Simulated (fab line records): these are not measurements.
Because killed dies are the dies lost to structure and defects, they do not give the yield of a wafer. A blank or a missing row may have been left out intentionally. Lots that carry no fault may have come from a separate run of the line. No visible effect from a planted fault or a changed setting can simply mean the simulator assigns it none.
Chamber matching    flow sky130    SKY_VIA4_CMP_21 on cmp-01: 4 sister chambers
The step polishes, stops on SiO2, t overpolish 25 s, target thk 0 nm. 4 wafers are shown with their chamber, then 8 later ones without.

== EACH WAFER AND ITS CHAMBER ==
wafer   chamber  motor current A (A)
L075.6  0        9.0
L083.3  3        11.2
L083.5  1        9.2
L084.1  2        11.8

== WAFERS MISSING THEIR CHAMBER ==
wafer   motor current A (A)
L084.4  8.8
L084.6  11.9
L086.3  11.3
L086.5  11.4
L086.6  11.3
L088.1  8.7
L088.2  11.2
L088.6  9.2

== THE CHAMBER EACH PASSED THROUGH ==
wafer    from the rows above       in truth
L084.4   can't be placed: 0 or 1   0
L084.6   2                         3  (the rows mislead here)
L086.3   3                         3
L086.5   can't be placed: 3 or 2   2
L086.6   3                         3
L088.1   can't be placed: 0 or 1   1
L088.2   3                         3
L088.6   can't be placed: 1 or 0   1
Correct placement for 3 of the 8. From these rows, 4 cannot be placed; in 4 the true chamber is one of the candidates. Wrongly placed: 1.
How it was worked out, from the rows above alone: a wafer's distance from a chamber is the root of the sum, over the readings, of the square of ((its reading less the chamber's mean) divided by the reading's scatter). The wafer belongs to the nearest chamber; if the next one is less than 2 further off, it can't be placed. Each chamber's mean is taken over the wafers shown for it. The scatter: with one shown wafer a chamber, the root of the mean of the squares of how far each hidden wafer lies from its nearest shown one.
